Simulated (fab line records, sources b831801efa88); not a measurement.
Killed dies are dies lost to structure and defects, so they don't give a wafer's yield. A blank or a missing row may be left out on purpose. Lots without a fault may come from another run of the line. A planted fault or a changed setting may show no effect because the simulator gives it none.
One fault seen from 2 desks | flow gf180mcu | each desk has only its own numbers; what lay behind them comes last

THE TOOL OWNER'S DESK: rie_si-01
The tool's own readings at GF_POLY_GATE_ETCH_13 (etches poly-Si in HBr/Cl2, stops on SiO2, target depth 198.5 nm, time 69.6 s): means of the sampled wafers that have a number, for each lot that ran on this tool. A lot is out of limits, marked OUT, if its mean lies more than 4 standard deviations from the usual mean; the brackets give that distance.
Columns: A = HBr_flow_sccm at GF_POLY_GATE_ETCH_13, usual 150.0 sccm; B = bias_w at GF_POLY_GATE_ETCH_13, usual 100.07 W; C = drypump_motor_current_A at GF_POLY_GATE_ETCH_13, usual 5.6 A; D = mfc_cl2_sccm at GF_POLY_GATE_ETCH_13, usual 50.00 sccm; E = oes_product_au at GF_POLY_GATE_ETCH_13, usual 0.986 a.u.; F = throttle_valve_pct at GF_POLY_GATE_ETCH_13, usual 33.684 %
lot  | first seen here | A     | B      | C   | D     | E     | F
L760 | day 10 07:14    | 149.6 | 100.17 | 5.6 | 50.07 | 0.970 | 33.693
L776 | day 15 01:14    | 150.4 | 99.76  | 5.8 | 49.95 | 0.993 | 33.685
L777 | day 15 06:38    | 149.8 | 99.75  | 5.5 | 50.06 | 1.001 | 33.685
L780 | day 16 06:55    | 150.1 | 100.26 | 5.5 | 50.01 | 1.004 | 33.691
This desk's finding: nothing out of limits on any of the 4 lots.

THE METROLOGY DESK
What the gauges read, lot by lot, whatever tool the lot ran on: means of the sampled wafers that have a number. A lot is out of limits, marked OUT, if its mean lies more than 4 standard deviations from the usual mean; the brackets give that distance.
Columns: A = cd_nm at GF_M1_CD_MEAS_14, usual 230.0 nm; B = V1_CVD_02_THK at GF_V1_THK_MEAS_03, usual 854 nm
lot  | first seen here | A     | B
L758 | day 17 23:15    | 230.4 | 852
L759 | day 18 06:05    | 228.5 | 857
L760 | day 18 12:50    | 230.0 | 853
L773 | day 23 06:44    | 229.3 | 865
L774 | day 23 14:13    | 229.7 | 859
L775 | day 23 20:05    | 231.8 | 860
L776 | day 24 04:28    | 230.4 | 868
L777 | day 24 12:28    | 230.8 | 837
L778 | day 24 23:44    | 231.3 | 863
L779 | day 25 03:23    | 228.7 | 853
L780 | day 25 11:31    | 229.3 | 847
This desk's finding: nothing out of limits on any of the 11 lots.

PUT TOGETHER
The tool owner's desk saw nothing out of limits.
The metrology desk saw nothing out of limits.

WHAT THE SIMULATOR HAD PUT IN
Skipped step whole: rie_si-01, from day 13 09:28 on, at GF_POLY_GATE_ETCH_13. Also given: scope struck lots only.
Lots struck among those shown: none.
